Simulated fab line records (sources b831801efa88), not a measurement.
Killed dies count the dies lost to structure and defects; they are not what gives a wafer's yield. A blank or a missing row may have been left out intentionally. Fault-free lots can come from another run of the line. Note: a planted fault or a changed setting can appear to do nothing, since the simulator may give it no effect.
fab line records || flow sky130
record: {"lots": 5, "wafers": 15, "lastDay": 50}
route steps=708 shown LDD_P@259 LDD_HVN@267 PAD_OPEN@708
lots that met no fault: taken from a fault-free run of the same line
startH: the number of hours between the record's first day and the start of the first shown wafer of the lot || waitH: time in hours since the lot's previous step || " identical to the entry in the row above || L1.1+2: a row that stands for several wafers || - either no value or no given start || * or withheld: withheld || < > ~ a bound
route shown NAME@n: names a module that has steps shown in the file, with the first one's number in the route || usual: mean/standard deviation of fault-free wafers || same: alike in all rows || chamber/n: place in a boat || sites: readings site by site || _std_site: standard deviation of those values || _edge_site: the outer-site mean with the inner-site mean subtracted || radiusMm: how far each site lies from the wafer's centre || mask NAME#n: copy n || behind: the most recent tool/chamber to have shaped the wafer || hold: the reason the lot was held/the length of the hold in hours/how it ended || device: transistor that didn't switch, given as n, p or np || end of line: at the end of the route, the tests of the same wafers || where a step has no rows: the recipe by itself || killed: dies lost to structure and defects at the first sort, not the wafer's yield || map: shows each die of a wafer: x if killed, . if not, _ if none is there
set.NAME: the setting as run; set.NAME@STEP: as run at that earlier step || model.NAME: the simulator's own value behind a step, which no gauge read
lots at some steps of the route; a table a step, a row a wafer
services: the hour from which a tool's chamber was out of use, counted from the record's first day as startH (under 0 if before that day), plus the number of hours and why
== steps ==
step: SKY_LDD_P_EXPOSE_04
recipe: {"maskId": "PSDM", "na": 0.6, "sourceShape": "conventional", "sigmaOuter": 0.6, "polarization": "unpolarized", "targetCdNm": 380, "doseMj": 138}
step: SKY_LDD_P_PEB_05
recipe: {"tempC": "withheld", "timeS": "*", "resist": "NOVOLAK"}
step: SKY_LDD_P_DEVELOP_06
recipe: {"resist": "NOVOLAK", "developer": "TMAH", "developTimeS": 61.09, "devTempC": 23}
step: SKY_LDD_P_CD_MEAS_07
recipe: {"targetCdNm": 380}
usual: {"cdNm": "380.7/3"}
{"lot.wafer": "L490.2", "tool": "cdSem-02", "chamber": "-", "startH": 452.60, "waitH": 0.1, "cdNm": 377.8}
{"lot.wafer": "L490.4", "tool": "cdSem-02", "chamber": "-", "startH": 452.60, "waitH": 0.1, "cdNm": 378.2}
{"lot.wafer": "L490.6", "tool": "cdSem-02", "chamber": "-", "startH": 452.60, "waitH": 0.1, "cdNm": 380.1}
{"lot.wafer": "L494.1", "tool": "cdSem-01", "chamber": "-", "startH": 491.33, "waitH": 0.1, "cdNm": 385.8}
{"lot.wafer": "L494.5", "tool": "cdSem-01", "chamber": "-", "startH": 491.33, "waitH": 0.1, "cdNm": 385.5}
{"lot.wafer": "L494.6", "tool": "cdSem-01", "chamber": "-", "startH": 491.33, "waitH": 0.1, "cdNm": 382.7}
{"lot.wafer": "L506.2", "tool": "cdSem-01", "chamber": "-", "startH": 575.70, "waitH": 0.1, "cdNm": 380.0}
{"lot.wafer": "L506.4", "tool": "cdSem-01", "chamber": "-", "startH": 575.70, "waitH": 0.1, "cdNm": 381.1}
{"lot.wafer": "L506.5", "tool": "cdSem-01", "chamber": "-", "startH": 575.70, "waitH": 0.1, "cdNm": 381.7}
{"lot.wafer": "L509.1", "tool": "cdSem-02", "chamber": "-", "startH": 598.17, "waitH": 0.1, "cdNm": 381.0}
{"lot.wafer": "L509.3", "tool": "cdSem-02", "chamber": "-", "startH": 598.17, "waitH": 0.1, "cdNm": 376.8}
{"lot.wafer": "L509.5", "tool": "cdSem-02", "chamber": "-", "startH": 598.17, "waitH": 0.1, "cdNm": 378.9}
{"lot.wafer": "L510.1", "tool": "cdSem-01", "chamber": "-", "startH": 611.67, "waitH": 0.1, "cdNm": 380.7}
{"lot.wafer": "L510.5", "tool": "cdSem-01", "chamber": "-", "startH": 611.67, "waitH": 0.1, "cdNm": 380.3}
{"lot.wafer": "L510.6", "tool": "cdSem-01", "chamber": "-", "startH": 611.67, "waitH": 0.1, "cdNm": 381.4}
step: SKY_LDD_P_OVL_MEAS_08
usual: {"LDD_P_OVL": "0.2/1.6"}
{"lot.wafer": "L490.2", "tool": "overlay-01", "chamber": "-", "startH": 452.70, "waitH": 0.1, "LDD_P_OVL[nm]": 2.3}
{"lot.wafer": "L490.4", "tool": "overlay-01", "chamber": "-", "startH": 452.70, "waitH": 0.1, "LDD_P_OVL[nm]": 2.3}
{"lot.wafer": "L490.6", "tool": "overlay-01", "chamber": "-", "startH": 452.70, "waitH": 0.1, "LDD_P_OVL[nm]": 2.5}
{"lot.wafer": "L494.1", "tool": "overlay-02", "chamber": "-", "startH": 491.45, "waitH": 0.1, "LDD_P_OVL[nm]": -2.5}
{"lot.wafer": "L494.5", "tool": "overlay-02", "chamber": "-", "startH": 491.45, "waitH": 0.1, "LDD_P_OVL[nm]": -3.1}
{"lot.wafer": "L494.6", "tool": "overlay-02", "chamber": "-", "startH": 491.45, "waitH": 0.1, "LDD_P_OVL[nm]": -2.5}
{"lot.wafer": "L506.2", "tool": "overlay-01", "chamber": "-", "startH": 575.80, "waitH": 0.1, "LDD_P_OVL[nm]": -0.1}
{"lot.wafer": "L506.4", "tool": "overlay-01", "chamber": "-", "startH": 575.80, "waitH": 0.1, "LDD_P_OVL[nm]": 2.5}
{"lot.wafer": "L506.5", "tool": "overlay-01", "chamber": "-", "startH": 575.80, "waitH": 0.1, "LDD_P_OVL[nm]": 0.0}
{"lot.wafer": "L509.1", "tool": "overlay-02", "chamber": "-", "startH": 598.29, "waitH": 0.1, "LDD_P_OVL[nm]": 1.0}
{"lot.wafer": "L509.3", "tool": "overlay-02", "chamber": "-", "startH": 598.29, "waitH": 0.1, "LDD_P_OVL[nm]": 1.4}
{"lot.wafer": "L509.5", "tool": "overlay-02", "chamber": "-", "startH": 598.29, "waitH": 0.1, "LDD_P_OVL[nm]": 2.6}
{"lot.wafer": "L510.1", "tool": "overlay-02", "chamber": "-", "startH": 611.79, "waitH": 0.1, "LDD_P_OVL[nm]": 0.7}
{"lot.wafer": "L510.5", "tool": "overlay-02", "chamber": "-", "startH": 611.79, "waitH": 0.1, "LDD_P_OVL[nm]": 1.3}
{"lot.wafer": "L510.6", "tool": "overlay-02", "chamber": "-", "startH": 611.79, "waitH": 0.1, "LDD_P_OVL[nm]": 0.5}
step: SKY_LDD_P_IMPLANT_09
recipe: {"species": "BF2", "energyKev": 25, "doseCm2": 1e+13, "tiltDeg": "withheld"}
step: SKY_LDD_P_STRIP_10
recipe: {"chemistry": "O2/N2", "powerW": 1400, "pressureMtorr": 1500, "platenTempC": "withheld", "o2FlowSccm": 3000, "n2FlowSccm": 300, "overashFraction": 0.5}
usual: {"drypumpMotorCurrentA": "5.76/0.18", "oesProductAu": "0.715/0.0043", "stripTimeToEndpointS": "14.20/0.044"}
same: {"overashFraction": 0.5}
{"lot.wafer": "L490.2", "tool": "plasmaAsher-02", "chamber": 0, "startH": 452.88, "waitH": 0.1, "drypumpMotorCurrentA": 5.57, "oesProductAu": 0.717, "rfHoursCounterH": 29, "stripTimeToEndpointS": 14.15}
{"lot.wafer": "L490.4", "tool": "plasmaAsher-02", "chamber": 1, "startH": 452.88, "waitH": 0.1, "drypumpMotorCurrentA": 5.85, "oesProductAu": 0.710, "rfHoursCounterH": "-", "stripTimeToEndpointS": 14.17}
{"lot.wafer": "L490.6", "tool": "plasmaAsher-02", "chamber": 1, "startH": 452.88, "waitH": 0.1, "drypumpMotorCurrentA": 5.87, "oesProductAu": 0.721, "rfHoursCounterH": "-", "stripTimeToEndpointS": 14.15}
{"lot.wafer": "L494.1", "tool": "plasmaAsher-04", "chamber": 0, "startH": 491.64, "waitH": 0.1, "drypumpMotorCurrentA": 5.85, "oesProductAu": 0.717, "rfHoursCounterH": 78, "stripTimeToEndpointS": 14.21}
{"lot.wafer": "L494.5", "tool": "plasmaAsher-04", "chamber": 0, "startH": 491.64, "waitH": 0.1, "drypumpMotorCurrentA": 5.81, "oesProductAu": 0.709, "rfHoursCounterH": "-", "stripTimeToEndpointS": 14.20}
{"lot.wafer": "L494.6", "tool": "plasmaAsher-04", "chamber": 1, "startH": 491.64, "waitH": 0.1, "drypumpMotorCurrentA": 6.15, "oesProductAu": 0.716, "rfHoursCounterH": "-", "stripTimeToEndpointS": 14.22}
{"lot.wafer": "L506.2", "tool": "plasmaAsher-02", "chamber": 0, "startH": 575.98, "waitH": 0.1, "drypumpMotorCurrentA": 5.53, "oesProductAu": 0.719, "rfHoursCounterH": 42, "stripTimeToEndpointS": 14.24}
{"lot.wafer": "L506.4", "tool": "plasmaAsher-02", "chamber": 1, "startH": 575.98, "waitH": 0.1, "drypumpMotorCurrentA": 5.87, "oesProductAu": 0.705, "rfHoursCounterH": "-", "stripTimeToEndpointS": 14.25}
{"lot.wafer": "L506.5", "tool": "plasmaAsher-02", "chamber": 0, "startH": 575.98, "waitH": 0.1, "drypumpMotorCurrentA": 5.51, "oesProductAu": 0.717, "rfHoursCounterH": "-", "stripTimeToEndpointS": 14.22}
{"lot.wafer": "L509.1", "tool": "plasmaAsher-03", "chamber": 0, "startH": 598.47, "waitH": 0.1, "drypumpMotorCurrentA": 5.60, "oesProductAu": 0.715, "rfHoursCounterH": 15, "stripTimeToEndpointS": 14.16}
{"lot.wafer": "L509.3", "tool": "plasmaAsher-03", "chamber": 0, "startH": 598.47, "waitH": 0.1, "drypumpMotorCurrentA": 5.61, "oesProductAu": 0.725, "rfHoursCounterH": "-", "stripTimeToEndpointS": 14.17}
{"lot.wafer": "L509.5", "tool": "plasmaAsher-03", "chamber": 0, "startH": 598.47, "waitH": 0.1, "drypumpMotorCurrentA": 5.63, "oesProductAu": 0.704, "rfHoursCounterH": "-", "stripTimeToEndpointS": 14.14}
{"lot.wafer": "L510.1", "tool": "plasmaAsher-04", "chamber": 0, "startH": 611.97, "waitH": 0.1, "drypumpMotorCurrentA": 5.81, "oesProductAu": 0.716, "rfHoursCounterH": 87, "stripTimeToEndpointS": 14.23}
{"lot.wafer": "L510.5", "tool": "plasmaAsher-04", "chamber": 0, "startH": 611.97, "waitH": 0.1, "drypumpMotorCurrentA": 5.83, "oesProductAu": 0.713, "rfHoursCounterH": "-", "stripTimeToEndpointS": 14.21}
{"lot.wafer": "L510.6", "tool": "plasmaAsher-04", "chamber": 1, "startH": 611.97, "waitH": 0.1, "drypumpMotorCurrentA": 6.13, "oesProductAu": 0.715, "rfHoursCounterH": "-", "stripTimeToEndpointS": 14.20}
step: SKY_LDD_P_TW_MEAS_11
usual: {"LDD_P_TW": "637/5.6"}
{"lot.wafer": "L490.2", "tool": "filmMetro-01", "chamber": "-", "startH": 452.99, "waitH": 0.1, "LDD_P_TW": 634}
{"lot.wafer": "L490.4", "tool": "filmMetro-01", "chamber": "-", "startH": 452.99, "waitH": 0.1, "LDD_P_TW": 633}
{"lot.wafer": "L490.6", "tool": "filmMetro-01", "chamber": "-", "startH": 452.99, "waitH": 0.1, "LDD_P_TW": 629}
{"lot.wafer": "L494.1", "tool": "filmMetro-01", "chamber": "-", "startH": 491.74, "waitH": 0.1, "LDD_P_TW": 634}
{"lot.wafer": "L494.5", "tool": "filmMetro-01", "chamber": "-", "startH": 491.74, "waitH": 0.1, "LDD_P_TW": 633}
{"lot.wafer": "L494.6", "tool": "filmMetro-01", "chamber": "-", "startH": 491.74, "waitH": 0.1, "LDD_P_TW": 632}
{"lot.wafer": "L506.2", "tool": "filmMetro-02", "chamber": "-", "startH": 576.09, "waitH": 0.1, "LDD_P_TW": 640}
{"lot.wafer": "L506.4", "tool": "filmMetro-02", "chamber": "-", "startH": 576.09, "waitH": 0.1, "LDD_P_TW": 639}
{"lot.wafer": "L506.5", "tool": "filmMetro-02", "chamber": "-", "startH": 576.09, "waitH": 0.1, "LDD_P_TW": 640}
{"lot.wafer": "L509.1", "tool": "filmMetro-01", "chamber": "-", "startH": 598.57, "waitH": 0.1, "LDD_P_TW": 630}
{"lot.wafer": "L509.3", "tool": "filmMetro-01", "chamber": "-", "startH": 598.57, "waitH": 0.1, "LDD_P_TW": 629}
{"lot.wafer": "L509.5", "tool": "filmMetro-01", "chamber": "-", "startH": 598.57, "waitH": 0.1, "LDD_P_TW": 626}
{"lot.wafer": "L510.1", "tool": "filmMetro-02", "chamber": "-", "startH": 612.07, "waitH": 0.1, "LDD_P_TW": 644}
{"lot.wafer": "L510.5", "tool": "filmMetro-02", "chamber": "-", "startH": 612.07, "waitH": 0.1, "LDD_P_TW": 643}
{"lot.wafer": "L510.6", "tool": "filmMetro-02", "chamber": "-", "startH": 612.07, "waitH": 0.1, "LDD_P_TW": 643}
step: SKY_LDD_HVN_DEHYDRATE_00
recipe: {"tempC": 200, "timeS": 60}
step: SKY_LDD_HVN_HMDS_01
recipe: {"primeTimeS": 60, "primeTempC": 120}
step: SKY_LDD_HVN_COAT_02
recipe: {"resist": "NOVOLAK", "spinRpm": 3000, "resistThkNm": 300}
step: SKY_LDD_HVN_SOFTBAKE_03
recipe: {"tempC": 90, "timeS": 60, "resist": "NOVOLAK"}
step: SKY_LDD_HVN_EXPOSE_04
recipe: {"maskId": "HVNTM", "na": 0.6, "sourceShape": "conventional", "sigmaOuter": 0.6, "polarization": "unpolarized", "targetCdNm": 700, "doseMj": 127}
{"lot.wafer": "L490.2+4+6", "tool": "ilineStepper-01", "chamber": 0, "startH": 468.61, "waitH": "-", "mask": "HVNTM#0"}
{"lot.wafer": "L494.1+5+6", "tool": "ilineStepper-02", "chamber": 0, "startH": 506.65, "waitH": "-", "mask": "HVNTM_R1#0"}
{"lot.wafer": "L506.2+4+5", "tool": "ilineStepper-01", "chamber": 0, "startH": 590.57, "waitH": "-", "mask": "HVNTM#0"}
{"lot.wafer": "L509.1+3+5", "tool": "ilineStepper-01", "chamber": 0, "startH": 611.98, "waitH": "-", "mask": "HVNTM#0"}
{"lot.wafer": "L510.1+5+6", "tool": "ilineStepper-02", "chamber": 0, "startH": 627.59, "waitH": "-", "mask": "HVNTM#0"}
step: SKY_LDD_HVN_PEB_05
recipe: {"tempC": "withheld", "timeS": "*", "resist": "NOVOLAK"}
step: SKY_PAD_OPEN_PROBE_99
usual: {"killed_at_M0_to_M3": "44/7.3", "killed_at_M4_up": "3.4/1.7", "killedAtContacts": "24/5.3", "killedAtFrontEnd": "15/4.1", "killedAtOther": "0.4/0.68", "killedDies": "87/9.5", "killedOpen": "48/7.1", "killedShort": "39/5.8"}
same: {"grossDies": 492, "killedAtBackSide": 0}
{"lot.wafer": "L490.2", "tool": "prober-02", "chamber": "-", "startH": 1088.12, "waitH": 0.1, "killed_at_M0_to_M3": 46, "killed_at_M4_up": 3, "killedAtContacts": 23, "killedAtFrontEnd": 19, "killedAtOther": 0, "killedDies": 91, "killedOpen": 50, "killedShort": 41}
{"lot.wafer": "L490.4", "tool": "prober-02", "chamber": "-", "startH": 1088.22, "waitH": 0.2, "killed_at_M0_to_M3": 46, "killed_at_M4_up": 2, "killedAtContacts": 21, "killedAtFrontEnd": 20, "killedAtOther": 0, "killedDies": 89, "killedOpen": 43, "killedShort": 46}
{"lot.wafer": "L490.6", "tool": "prober-02", "chamber": "-", "startH": 1088.32, "waitH": 0.2, "killed_at_M0_to_M3": 49, "killed_at_M4_up": 3, "killedAtContacts": 15, "killedAtFrontEnd": 15, "killedAtOther": 0, "killedDies": 82, "killedOpen": 40, "killedShort": 42}
{"lot.wafer": "L494.1", "tool": "prober-02", "chamber": "-", "startH": 1112.70, "waitH": 0.1, "killed_at_M0_to_M3": 49, "killed_at_M4_up": 2, "killedAtContacts": 23, "killedAtFrontEnd": 20, "killedAtOther": 0, "killedDies": 94, "killedOpen": 56, "killedShort": 37}
{"lot.wafer": "L494.5", "tool": "prober-02", "chamber": "-", "startH": 1112.90, "waitH": 0.2, "killed_at_M0_to_M3": 44, "killed_at_M4_up": 2, "killedAtContacts": 24, "killedAtFrontEnd": 25, "killedAtOther": 1, "killedDies": 96, "killedOpen": 54, "killedShort": 41}
{"lot.wafer": "L494.6", "tool": "prober-02", "chamber": "-", "startH": 1112.95, "waitH": 0.2, "killed_at_M0_to_M3": 33, "killed_at_M4_up": 5, "killedAtContacts": 19, "killedAtFrontEnd": 12, "killedAtOther": 0, "killedDies": 69, "killedOpen": 37, "killedShort": 31}
{"lot.wafer": "L506.2", "tool": "prober-02", "chamber": "-", "startH": 1177.39, "waitH": 0.1, "killed_at_M0_to_M3": 60, "killed_at_M4_up": 5, "killedAtContacts": 26, "killedAtFrontEnd": 12, "killedAtOther": 0, "killedDies": 103, "killedOpen": 53, "killedShort": 50}
{"lot.wafer": "L506.4", "tool": "prober-02", "chamber": "-", "startH": 1177.49, "waitH": 0.2, "killed_at_M0_to_M3": 61, "killed_at_M4_up": 6, "killedAtContacts": 16, "killedAtFrontEnd": 12, "killedAtOther": 0, "killedDies": 95, "killedOpen": 54, "killedShort": 40}
{"lot.wafer": "L506.5", "tool": "prober-02", "chamber": "-", "startH": 1177.54, "waitH": 0.2, "killed_at_M0_to_M3": 34, "killed_at_M4_up": 3, "killedAtContacts": 21, "killedAtFrontEnd": 13, "killedAtOther": 0, "killedDies": 71, "killedOpen": 43, "killedShort": 28}
{"lot.wafer": "L509.1", "tool": "prober-01", "chamber": "-", "startH": 1182.65, "waitH": 0.1, "killed_at_M0_to_M3": 40, "killed_at_M4_up": 2, "killedAtContacts": 20, "killedAtFrontEnd": 12, "killedAtOther": 0, "killedDies": 74, "killedOpen": 39, "killedShort": 34}
{"lot.wafer": "L509.3", "tool": "prober-01", "chamber": "-", "startH": 1182.75, "waitH": 0.2, "killed_at_M0_to_M3": 46, "killed_at_M4_up": 5, "killedAtContacts": 24, "killedAtFrontEnd": 11, "killedAtOther": 0, "killedDies": 86, "killedOpen": 54, "killedShort": 31}
{"lot.wafer": "L509.5", "tool": "prober-01", "chamber": "-", "startH": 1182.85, "waitH": 0.2, "killed_at_M0_to_M3": 52, "killed_at_M4_up": 4, "killedAtContacts": 15, "killedAtFrontEnd": 12, "killedAtOther": 0, "killedDies": 83, "killedOpen": 52, "killedShort": 31}
{"lot.wafer": "L510.1", "tool": "prober-02", "chamber": "-", "startH": 1190.39, "waitH": 0.1, "killed_at_M0_to_M3": 47, "killed_at_M4_up": 2, "killedAtContacts": 19, "killedAtFrontEnd": 15, "killedAtOther": 0, "killedDies": 83, "killedOpen": 46, "killedShort": 36}
{"lot.wafer": "L510.5", "tool": "prober-02", "chamber": "-", "startH": 1190.59, "waitH": 0.2, "killed_at_M0_to_M3": 39, "killed_at_M4_up": 3, "killedAtContacts": 33, "killedAtFrontEnd": 13, "killedAtOther": 0, "killedDies": 88, "killedOpen": 45, "killedShort": 42}
{"lot.wafer": "L510.6", "tool": "prober-02", "chamber": "-", "startH": 1190.64, "waitH": 0.2, "killed_at_M0_to_M3": 40, "killed_at_M4_up": 5, "killedAtContacts": 24, "killedAtFrontEnd": 11, "killedAtOther": 0, "killedDies": 80, "killedOpen": 46, "killedShort": 34}
killed by level:class
L490.2 METAL1:geometricParticle:short=8 CONTACT:geometricParticle:open=8 VIA1:geometricParticle:open=7 VIA2:geometricParticle:open=7 VIA3:geometricParticle:open=7 LI_CONTACT:geometricParticle:open=6 METAL2:geometricParticle:short=6 FIELD_ISO:geometricParticle:short=4
L490.4 VIA1:geometricParticle:open=7 FIELD_ISO:geometricParticle:short=6 LI_CONTACT:geometricParticle:open=6 VIA2:geometricParticle:open=6 VIA3:geometricParticle:open=6 FIELD_ISO:geometricParticle:open=5 CONTACT:geometricParticle:open=5 VIA1:geometricParticle:short=5
L490.6 VIA2:geometricParticle:open=8 VIA2:geometricParticle:short=7 METAL2:geometricParticle:short=7 CONTACT:geometricParticle:open=6 METAL1:geometricParticle:short=6 VIA1:geometricParticle:open=5 FIELD_ISO:geometricParticle:open=4 SPACER:geometricParticle:open=4
L494.1 VIA1:geometricParticle:open=11 VIA2:geometricParticle:open=9 POLY_GATE:geometricParticle:open=8 CONTACT:geometricParticle:short=8 CONTACT:geometricParticle:open=8 METAL3:geometricParticle:short=8 FIELD_ISO:geometricParticle:open=6 VIA3:geometricParticle:open=6
L494.5 VIA1:geometricParticle:open=15 CONTACT:geometricParticle:open=9 POLY_GATE:geometricParticle:open=6 LI_CONTACT:geometricParticle:open=6 VIA3:geometricParticle:open=6 FIELD_ISO:geometricParticle:open=5 FIELD_ISO:geometricParticle:short=5 POLY_GATE:geometricParticle:short=5
L494.6 LI_CONTACT:geometricParticle:open=7 VIA2:geometricParticle:short=7 VIA3:geometricParticle:open=7 VIA2:geometricParticle:open=5 METAL4:geometricParticle:short=5 CONTACT:geometricParticle:open=4 FIELD_ISO:geometricParticle:open=3 CONTACT:geometricParticle:short=3
L506.2 VIA1:geometricParticle:open=14 VIA3:geometricParticle:open=9 CONTACT:geometricParticle:open=8 METAL1:geometricParticle:short=7 VIA1:geometricParticle:short=7 VIA2:geometricParticle:open=7 LOCAL_INTERCONNECT:geometricParticle:short=6 METAL2:geometricParticle:short=6
L506.4 VIA1:geometricParticle:open=14 VIA3:geometricParticle:open=8 METAL1:geometricParticle:short=7 VIA2:geometricParticle:open=7 CONTACT:geometricParticle:open=5 VIA1:geometricParticle:short=5 METAL3:geometricParticle:short=5 FIELD_ISO:geometricParticle:open=4
L506.5 LI_CONTACT:geometricParticle:open=9 VIA1:geometricParticle:open=7 METAL1:geometricParticle:short=6 CONTACT:geometricParticle:open=5 VIA2:geometricParticle:open=4 FIELD_ISO:geometricParticle:open=3 POLY_GATE:geometricParticle:short=3 POLY_CUT:geometricParticle:open=3
L509.1 VIA2:geometricParticle:open=8 VIA1:geometricParticle:short=8 VIA3:geometricParticle:open=8 CONTACT:geometricParticle:open=7 LOCAL_INTERCONNECT:geometricParticle:short=5 VIA1:geometricParticle:open=5 FIELD_ISO:geometricParticle:short=4 METAL1:geometricParticle:short=4
L509.3 VIA1:geometricParticle:open=14 VIA2:geometricParticle:open=10 LI_CONTACT:geometricParticle:open=9 CONTACT:geometricParticle:open=8 FIELD_ISO:geometricParticle:short=4 VIA3:geometricParticle:short=4 POLY_GATE:geometricParticle:short=3 LOCAL_INTERCONNECT:geometricParticle:short=3
L509.5 VIA3:geometricParticle:open=14 VIA2:geometricParticle:open=9 VIA1:geometricParticle:open=8 METAL1:geometricParticle:short=7 FIELD_ISO:geometricParticle:open=6 LI_CONTACT:geometricParticle:open=5 LI_CONTACT:geometricParticle:short=3 VIA2:geometricParticle:short=3
L510.1 VIA1:geometricParticle:open=10 VIA3:geometricParticle:open=9 METAL1:geometricParticle:short=6 VIA2:geometricParticle:open=6 LI_CONTACT:geometricParticle:short=5 CONTACT:geometricParticle:open=5 METAL2:geometricParticle:short=5 FIELD_ISO:geometricParticle:short=4
L510.5 CONTACT:geometricParticle:open=11 VIA1:geometricParticle:open=9 LOCAL_INTERCONNECT:geometricParticle:short=7 VIA3:geometricParticle:open=7 LI_CONTACT:geometricParticle:open=6 METAL1:geometricParticle:short=5 CONTACT:geometricParticle:short=5 VIA3:geometricParticle:short=4
L510.6 VIA1:geometricParticle:open=10 CONTACT:geometricParticle:open=8 LI_CONTACT:geometricParticle:open=7 VIA2:geometricParticle:open=7 VIA4:geometricParticle:open=5 VIA2:geometricParticle:short=5 FIELD_ISO:geometricParticle:short=4 FIELD_ISO:geometricParticle:open=4
== services ==
{"tool": "plasmaAsher-03", "chamber": 0, "startH": 430.25, "hours": "-", "kind": "clean"}
{"tool": "plasmaAsher-03", "chamber": 1, "startH": 430.25, "hours": "-", "kind": "clean"}
{"tool": "plasmaAsher-03", "chamber": "-", "startH": 437.93, "hours": 28.1, "kind": "pm"}
{"tool": "plasmaAsher-04", "chamber": "-", "startH": 443.83, "hours": 16.5, "kind": "repair"}
{"tool": "plasmaAsher-04", "chamber": "-", "startH": 448.47, "hours": 1.4, "kind": "repair"}
{"tool": "plasmaAsher-04", "chamber": "-", "startH": 452.09, "hours": 12.5, "kind": "repair"}
{"tool": "plasmaAsher-02", "chamber": "-", "startH": 456.51, "hours": 1.2, "kind": "repair"}
{"tool": "ilineStepper-02", "chamber": "-", "startH": 461.11, "hours": 8.9, "kind": "pm"}
{"tool": "ilineStepper-01", "chamber": "-", "startH": 461.78, "hours": "-", "kind": "calibration"}
{"tool": "plasmaAsher-02", "chamber": "-", "startH": 469.28, "hours": 0.7, "kind": "repair"}
{"tool": "ilineStepper-02", "chamber": "-", "startH": 470.00, "hours": 4.4, "kind": "pm"}
{"tool": "ilineStepper-01", "chamber": "-", "startH": 474.44, "hours": 1.7, "kind": "pm"}
{"tool": "ilineStepper-02", "chamber": "-", "startH": 499.93, "hours": 1.7, "kind": "pm"}
{"tool": "ilineStepper-02", "chamber": 0, "startH": 503.77, "hours": "-", "kind": "calibration"}
{"tool": "plasmaAsher-02", "chamber": "-", "startH": 512.50, "hours": 2.8, "kind": "pm"}
{"tool": "plasmaAsher-04", "chamber": "-", "startH": 523.82, "hours": 28.1, "kind": "pm"}
{"tool": "ilineStepper-01", "chamber": "-", "startH": 534.74, "hours": 8.9, "kind": "pm"}
{"tool": "ilineStepper-02", "chamber": "-", "startH": 552.37, "hours": 2.1, "kind": "pm"}
{"tool": "ilineStepper-02", "chamber": "-", "startH": 554.45, "hours": "-", "kind": "consumableReplace:lamp"}
{"tool": "ilineStepper-01", "chamber": 0, "startH": 555.37, "hours": "-", "kind": "calibration"}
{"tool": "ilineStepper-02", "chamber": "-", "startH": 587.32, "hours": 20.6, "kind": "repair"}
{"tool": "plasmaAsher-03", "chamber": "-", "startH": 596.98, "hours": 0.6, "kind": "repair"}
{"tool": "plasmaAsher-04", "chamber": "-", "startH": 597.59, "hours": 2.8, "kind": "pm"}
== key ==
firstSign: {"step": "SKY_LDD_HVN_EXPOSE_04", "reading": "mask", "direction": "changed"}
effect none on later readings
metAt SKY_LDD_HVN_EXPOSE_04
struckWafers L494.1,L494.5,L494.6
testerLeftOut L494
fault: {"kind": "wrongMask", "tool": "any", "chamber": "-", "onsetH": 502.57, "steps": "SKY_LDD_HVN_EXPOSE_04", "auxCopy": "HVNTM_R1#0", "cdOffsetNm": 49, "scope": "struckLotsOnly"}
testerLeftOut: of these lots the tester's yield and bins aren't shown, on N5 and GAA mostly nor the transistor test; their killed dies are dies lost to structure and defects alone, not to doping, threshold or leakage, so they don't give the yield
